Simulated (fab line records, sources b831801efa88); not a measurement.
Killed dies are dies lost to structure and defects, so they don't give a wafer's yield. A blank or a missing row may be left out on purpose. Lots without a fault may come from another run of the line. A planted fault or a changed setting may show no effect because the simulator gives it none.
fab line records | flow sfq_line
record lots=15 wafers=43 last_day=94
route steps=325 shown M0@39 M1@68 M2@101 I2@104
lots that met no fault: from a run of the same line without faults
start_h: hours from the record's first day to the start of the lot's first wafer shown | wait_h: hours since the lot's step before | " the same as in the row above | L1.1+2: a row that stands for several wafers | - no value, or no start given | * or withheld: withheld | < > ~ a bound
route shown NAME@n: a module of which the file shows steps, and the number in the route of the first | usual: mean/standard deviation of fault-free wafers | same: alike in all rows | chamber/n: place in a boat | sites: the reading at each site | _std_site: their standard deviation | _edge_site: outer sites' mean less inner sites' | radius_mm: how far each site lies from the wafer's centre | mask NAME#n: copy n | behind: the tool/chamber that last shaped the wafer | hold: why the lot was held/for how many hours/how that ended | device: the transistor (n, p or np) that didn't switch | end of line: the same wafers' tests at the end of the route | a step without rows: its recipe alone | killed: dies lost to structure and defects at the first sort, not the wafer's yield | map: a wafer's dies, x killed, . not, _ none there
set.NAME: the setting as run; set.NAME@STEP: as run at that earlier step | model.NAME: the simulator's own value behind a step, which no gauge read
steps of the route over a sample of lots; a table a step, a row a wafer
services: from which hour (start_h, from the record's first day; less than 0 if before it) a tool's chamber was out of use, for how many hours, and why
## steps
# step SFQ_TRILAYER_M0_BARC_OPEN_METAL_ETCH_031
# recipe mask_material=PR chemistry=O2 target_depth_nm=125 target=BARC icp_w=600 bias_w=80 pressure_mtorr=10 time_s=41.7
# usual drypump_motor_current_A=5.7/0.53 oes_product_au=0.685/0.0049
# columns lot.wafer tool chamber start_h wait_h drypump_motor_current_A oes_product_au rf_hours_counter_h
L225.1 rie_metal-04 1 152.18 0.0 5.6 0.681 55
L225.5 " 0 " " 6.1 0.683 -
L225.6 " 1 " " 5.7 0.694 -
L227.3 rie_metal-01 1 167.80 0.0 5.6 0.687 -
L227.4 " 0 " " 5.0 0.686 -
L227.6 " 1 " " 5.6 0.688 -
L229.2 rie_metal-04 1 179.78 0.0 5.7 0.684 62
L229.4 " 1 " " 5.7 0.678 -
L229.5 " 0 " " 6.2 0.692 -
L230.1 rie_metal-03 0 188.18 0.0 5.1 0.695 17
L230.2 " 1 " " 6.5 0.685 41
L231.2 rie_metal-04 0 194.28 0.0 6.2 0.681 160
L231.5 " 0 " " 6.2 0.691 -
L232.2 rie_metal-04 1 199.83 0.0 5.7 0.674 65
L232.3 " 0 " " 6.1 0.687 -
L232.5 " 0 " " 6.2 0.680 -
L237.2 rie_metal-03 1 229.38 0.0 6.5 0.681 49
L237.5 " 0 " " 5.0 0.686 -
L237.6 " 1 " " 6.5 0.687 -
L238.1 rie_metal-04 1 235.38 0.0 5.7 0.682 73
L238.2 " 0 " " 6.2 0.697 168
L238.5 " 1 " " 5.7 0.687 -
L240.2 rie_metal-04 0 242.58 0.0 6.2 0.686 170
L240.4 " 0 " " 6.2 0.682 -
L240.5 " 0 " " 6.2 0.680 -
L241.1 rie_metal-03 1 247.38 0.0 6.6 0.686 51
L241.2 " 0 " " 5.1 0.690 27
L241.6 " 0 " " 5.0 0.685 -
L242.4 rie_metal-01 1 251.00 0.0 5.6 0.683 -
L242.5 " 1 " " 5.6 0.679 -
L242.6 " 0 " " 5.0 0.695 -
L245.2 rie_metal-01 1 274.78 0.0 5.6 0.685 9
L245.3 " 1 " " 5.6 0.684 -
L245.5 " 1 " " 5.6 0.684 -
L246.2 rie_metal-04 0 281.98 0.0 6.2 0.679 177
L246.4 " 1 " " 5.7 0.673 -
L246.6 " 1 " " 5.7 0.685 -
L247.1 rie_metal-04 1 285.58 0.0 5.7 0.686 82
L247.2 " 0 " " 6.1 0.681 178
L247.3 " 0 " " 6.2 0.683 -
L248.1 rie_metal-01 0 292.78 0.0 5.0 0.677 112
L248.2 " 1 " " 5.6 0.692 12
L248.4 " 0 " " 5.0 0.680 -
# step SFQ_M1_OVL_MEAS_911
# usual M1_OVL=1/4.9
# columns lot.wafer tool chamber start_h wait_h M1_OVL[nm]
L225.1 overlay-02 - 280.74 0.1 2
L225.5 " - " " 2
L225.6 " - " " 11
L227.3 overlay-02 - 305.96 0.1 3
L227.4 " - " " 12
L227.6 " - " " 6
L229.2 overlay-02 - 322.71 0.1 9
L229.4 " - " " 0
L229.5 " - " " 9
L230.1 overlay-01 - 334.70 0.1 -11
L230.2 " - " " 5
L231.2 overlay-01 - 343.11 0.1 8
L231.5 " - " " -1
L232.2 overlay-02 - 346.71 0.1 -4
L232.3 " - " " -1
L232.5 " - " " -2
L237.2 overlay-01 - 383.56 0.1 2
L237.5 " - " " -1
L237.6 " - " " 2
L238.1 overlay-01 - 388.35 0.1 -6
L238.2 " - " " 1
L238.5 " - " " -5
L240.2 overlay-02 - 407.54 0.1 2
L240.4 " - " " 7
L240.5 " - " " -6
L241.1 overlay-02 - 408.73 0.1 -10
L241.2 " - " " -4
L241.6 " - " " -1
L242.4 overlay-01 - 414.75 0.1 -2
L242.5 " - " " -6
L242.6 " - " " -1
L245.2 overlay-02 - 436.14 0.1 3
L245.3 " - " " -3
L245.5 " - " " 2
L246.2 overlay-02 - 444.54 0.1 5
L246.4 " - " " 3
L246.6 " - " " 3
L247.1 overlay-02 - 445.73 0.1 -4
L247.2 " - " " 9
L247.3 " - " " -4
L248.1 overlay-01 - 457.73 0.1 1
L248.2 " - " " 8
L248.4 " - " " 3
# step SFQ_TRILAYER_M2_STRIP_STRIP_061
# recipe gas=O2 power_w=200 platen_temp_c=40 overash_fraction=0.65 chemistry=O2 pressure_mtorr=50
# usual drypump_motor_current_A=5.6/0.56 oes_product_au=1.005/0.011
# columns lot.wafer tool chamber start_h wait_h drypump_motor_current_A oes_product_au rf_hours_counter_h
L225.1 rie_metal-01 1 510.75 0.1 5.6 1.016 53
L225.5 " 0 " " 5.0 1.000 -
L225.6 " 1 " " 5.6 1.011 -
L227.3 rie_metal-01 1 547.52 0.2 5.6 1.011 -
L227.4 " 0 " " 5.0 1.003 -
L227.6 " 0 " " 5.0 1.010 -
L229.2 rie_metal-03 0 571.32 0.1 5.0 0.993 79
L229.4 " 1 " " 6.6 1.005 -
L229.5 " 1 " " 6.5 1.003 -
L230.1 rie_metal-01 0 585.84 0.1 5.0 0.997 164
L230.2 " 1 " " 5.6 1.004 64
L231.2 rie_metal-03 1 595.44 0.1 6.5 1.017 107
L231.5 " 0 " " 5.0 0.978 -
L232.2 rie_metal-03 1 608.10 0.1 6.5 1.006 109
L232.3 " 1 " " 6.6 1.017 -
L232.5 " 0 " " 5.1 0.992 -
L237.2 rie_metal-01 1 662.58 0.4 5.6 1.012 -
L237.5 " 1 " " 5.6 1.014 -
L237.6 " 1 " " 5.6 1.008 -
L238.1 rie_metal-03 1 669.40 0.1 6.5 1.017 119
L238.2 " 0 " " 5.0 1.006 95
L238.5 " 1 " " 6.5 1.025 -
L240.2 rie_metal-04 0 698.20 0.1 6.2 0.991 54
L240.4 " 0 " " 6.2 0.987 -
L240.5 " 0 " " 6.2 0.985 -
L241.1 rie_metal-04 1 701.80 0.1 5.7 1.025 149
L241.2 " 0 " " 6.2 1.003 55
L241.6 " 1 " " 5.7 1.033 -
L242.4 rie_metal-03 1 704.40 0.2 6.5 1.001 -
L242.5 " 1 " " 6.5 1.010 -
L242.6 " 0 " " 5.1 1.006 -
L245.2 rie_metal-01 1 721.08 0.1 5.6 1.001 92
L245.3 " 1 " " 5.6 1.003 -
L245.5 " 1 " " 5.6 1.010 -
L246.2 rie_metal-03 0 724.68 0.1 5.1 0.990 102
L246.4 " 0 " " 5.0 1.001 -
L246.6 " 1 " " 6.5 1.022 -
L247.1 rie_metal-04 1 727.08 0.1 5.7 1.021 152
L247.2 " 0 " " 6.1 1.010 57
L247.3 " 0 " " 6.1 1.007 -
L248.1 rie_metal-01 0 742.68 0.1 5.0 1.001 11
L248.2 " 1 " " 5.6 1.008 94
L248.4 " 1 " " 5.6 1.022 -
# step SFQ_TRILAYER_I2_CMP_CMP_064
# recipe material=SiO2 down_force_psi=3 platen_rpm=60 pad_velocity_m_s=0.94248
# usual motor_current_A=10.1/0.77 time_to_endpoint_s=212/11
# columns lot.wafer tool chamber start_h wait_h motor_current_A time_to_endpoint_s
L225.1 cmp-02 1 514.91 3.3 9.4 213
L225.5 " 2 " " 9.6 214
L225.6 " 3 " " 10.8 212
L227.4 cmp-01 1 558.94 10.8 10.2 215
L227.3 " 2 " " 10.6 209
L227.6 " 1 560.94 12.8 10.1 220
L229.2 cmp-01 3 582.44 10.3 9.5 224
L229.4 " 2 583.94 11.8 10.8 214
L229.5 " 0 584.94 12.8 10.9 231
L230.2 cmp-01 3 597.94 11.3 9.7 212
L230.1 " 1 598.94 12.3 10.7 219
L231.2 cmp-01 0 610.69 14.4 11.3 244
L231.5 " 3 612.19 15.9 9.4 219
L232.3 cmp-02 3 622.29 13.2 10.9 203
L232.2 " 1 623.29 14.2 9.4 208
L232.5 " 3 624.29 15.1 10.5 214
L237.2 cmp-01 3 680.97 17.2 9.3 225
L237.5 " 0 " " 10.4 237
L237.6 " 1 " " 9.3 232
L238.1 cmp-02 3 685.29 15.1 10.6 204
L238.2 " 1 686.29 16.1 9.8 208
L238.5 " 3 687.29 17.0 10.4 208
L240.4 cmp-02 3 715.79 16.7 9.9 218
L240.2 " 0 " " 11.2 201
L240.5 " 1 " " 9.4 212
L241.2 cmp-01 2 715.97 13.4 10.4 217
L241.1 " 0 716.97 14.4 11.4 232
L241.6 " 2 717.97 15.3 10.6 211
L242.4 cmp-02 3 719.29 14.2 11.2 200
L242.6 " 0 " " 10.2 198
L242.5 " 1 " " 9.1 203
L245.2 cmp-02 2 730.79 8.9 8.9 213
L245.3 " 3 " " 10.3 206
L245.5 " 1 732.29 10.4 9.4 212
L246.2 cmp-02 1 733.29 7.8 9.5 208
L246.4 " 3 734.29 8.8 10.4 208
L246.6 " 0 " " 11.0 204
L247.3 cmp-01 1 733.47 5.6 10.0 208
L247.1 " 3 734.47 6.6 9.3 205
L247.2 " 0 " " 11.4 221
L248.4 cmp-02 0 747.79 4.3 10.8 201
L248.2 " 1 " " 9.4 210
L248.1 " 2 " " 9.4 216
# step SFQ_TRILAYER_I2_METRO_MEASURE_065
# usual thk_nm=199.5/1.5
# columns lot.wafer tool chamber start_h wait_h thk_nm
L225.1 film_metro-03 - 516.53 0.1 199.0
L225.5 " - " " 200.1
L225.6 " - " " 199.1
L227.3 film_metro-03 - 561.96 0.5 200.9
L227.4 " - " " 202.1
L227.6 " - " " 200.3
L229.2 film_metro-03 - 585.76 0.3 180.2
L229.4 " - " " 199.9
L229.5 " - " " 201.3
L230.1 film_metro-03 - 600.56 0.1 179.3
L230.2 " - " " 179.0
L231.2 film_metro-03 - 613.51 0.3 182.6
L231.5 " - " " 200.6
L232.2 film_metro-04 - 625.11 0.3 198.9
L232.3 " - " " 198.1
L232.5 " - " " 197.8
L237.2 film_metro-04 - 682.79 0.3 201.2
L237.5 " - " " 203.4
L237.6 " - " " 201.0
L238.1 film_metro-04 - 687.91 0.1 198.3
L238.2 " - " " 199.5
L238.5 " - " " 198.6
L240.2 film_metro-01 - 718.11 0.3 197.9
L240.4 " - " " 199.8
L240.5 " - " " 199.3
L241.1 film_metro-04 - 718.59 0.1 201.0
L241.2 " - " " 199.9
L241.6 " - " " 201.2
L242.4 film_metro-01 - 721.51 0.6 198.8
L242.5 " - " " 199.2
L242.6 " - " " 197.4
L245.2 film_metro-01 - 733.11 0.3 200.9
L245.3 " - " " 200.1
L245.5 " - " " 199.6
L246.2 film_metro-04 - 736.11 0.3 198.2
L246.4 " - " " 198.8
L246.6 " - " " 196.8
L247.1 film_metro-03 - 736.59 0.1 201.8
L247.2 " - " " 202.0
L247.3 " - " " 200.1
L248.1 film_metro-04 - 750.91 0.1 197.7
L248.2 " - " " 197.9
L248.4 " - " " 196.4
# step SFQ_TRILAYER_I2_VIA_ETCH_VIA_ETCH_070
# recipe target=SiO2 stop_on=Nb mask_material=PR taper_deg=20 chemistry=CHF3 target_depth_nm=260 source_w=500 bias_w=80 pressure_mtorr=30 time_s=withheld
# usual drypump_motor_current_A=5.6/0.39 oes_product_au=0.853/0.0065
# columns lot.wafer tool chamber start_h wait_h drypump_motor_current_A oes_product_au
L225.1 rie_diel-02 1 677.65 0.0 6.1 0.844
L225.5 " 1 " " 6.1 0.856
L225.6 " 2 " " 5.8 0.851
L227.3 rie_diel-01 3 714.81 0.0 5.7 0.853
L227.4 " 2 " " 4.8 0.853
L227.6 " 0 " " 5.4 0.860
L229.2 rie_diel-01 2 728.14 0.0 4.8 0.807
L229.4 " 3 " " 5.7 0.854
L229.5 " 3 " " 5.6 0.863
L230.1 rie_diel-03 2 747.34 0.0 5.7 0.804
L230.2 " 1 " " 5.8 0.801
L231.2 rie_diel-02 0 760.54 0.0 5.5 0.810
L231.5 " 0 " " 5.5 0.859
L232.2 rie_diel-03 0 771.34 0.0 6.2 0.849
L232.3 " 3 " " 5.0 0.839
L232.5 " 0 " " 6.2 0.845
L237.2 rie_diel-03 1 829.06 0.0 5.8 0.858
L237.5 " 1 " " 5.8 0.865
L237.6 " 2 " " 5.7 0.860
L238.1 rie_diel-01 2 835.06 0.0 4.8 0.847
L238.2 " 1 " " 5.2 0.857
L238.5 " 0 " " 5.4 0.862
L240.2 rie_diel-01 1 861.73 0.0 5.2 0.855
L240.4 " 0 " " 5.4 0.854
L240.5 " 3 " " 5.7 0.850
L241.1 rie_diel-03 3 868.93 0.0 5.0 0.859
L241.2 " 1 " " 5.8 0.852
L241.6 " 1 " " 5.8 0.865
L242.4 rie_diel-01 2 870.13 0.0 4.8 0.849
L242.5 " 1 " " 5.2 0.857
L242.6 " 0 " " 5.4 0.851
L245.2 rie_diel-03 3 884.08 0.0 5.1 0.864
L245.3 " 1 " " 5.8 0.863
L245.5 " 1 " " 5.8 0.853
L246.2 rie_diel-03 3 887.68 0.0 5.0 0.854
L246.4 " 1 " " 5.8 0.845
L246.6 " 2 " " 5.7 0.851
L247.1 rie_diel-02 1 888.88 0.0 6.1 0.854
L247.2 " 3 " " 5.9 0.866
L247.3 " 2 " " 5.9 0.845
L248.1 rie_diel-01 3 900.98 0.0 5.7 0.853
L248.2 " 1 " " 5.2 0.846
L248.4 " 0 " " 5.4 0.845
## services
# columns tool chamber start_h hours kind
cmp-02 - 129.24 1.4 repair
rie_metal-04 1 129.40 4.3 repair
rie_metal-01 - 148.47 16.1 repair
cmp-02 - 154.15 7.8 repair
cmp-02 - 164.97 7.2 pm
cmp-02 - 235.15 4.0 pm
rie_metal-04 1 289.96 2.2 repair
cmp-02 - 307.54 1.6 repair
rie_metal-04 1 331.70 15.4 repair
cmp-02 - 342.64 0.8 repair
cmp-02 - 472.02 0.9 repair
cmp-02 - 484.76 0.8 repair
rie_metal-04 - 513.30 0.9 repair
cmp-02 - 522.94 4.5 pm
rie_metal-01 0 618.26 5.6 repair
rie_metal-03 - 658.29 2.8 pm
rie_metal-04 1 667.82 17.9 repair
rie_metal-04 0 716.74 8.8 repair
rie_metal-01 - 749.53 3.8 repair
rie_metal-04 1 806.58 9.1 repair
rie_metal-01 - 820.28 2.8 pm
rie_metal-04 - 836.82 0.5 repair
rie_metal-01 0 885.55 20.9 repair
rie_metal-03 - 886.33 0.2 repair
## key
first_sign step=SFQ_TRILAYER_I2_METRO_MEASURE_065 reading=thk_nm direction=down sigmas=13 usual=199.5 struck=180.3
effect step=SFQ_TRILAYER_I2_VIA_ETCH_VIA_ETCH_070 reading=oes_product_au direction=down sigmas=7.3 usual=0.853 struck=0.806
met_at SFQ_TRILAYER_I2_CMP_CMP_064
struck_lots L229,L230,L231
struck_wafers L229.2,L230.1,L230.2,L231.2
not_acting_at SFQ_TRILAYER_M0_BARC_OPEN_METAL_ETCH_031,SFQ_M1_OVL_MEAS_911,SFQ_TRILAYER_M2_STRIP_STRIP_061
onset_between 558.94 582.44
fault kind=process_parameter_drift tool=cmp-01 chamber=- onset_h=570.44 steps=SFQ_TRILAYER_I2_CMP_CMP_064 channel=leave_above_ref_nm offset=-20 shape=step end_h=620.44 scope=struck_wafers_only acts_in=these_recipes_only stated=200
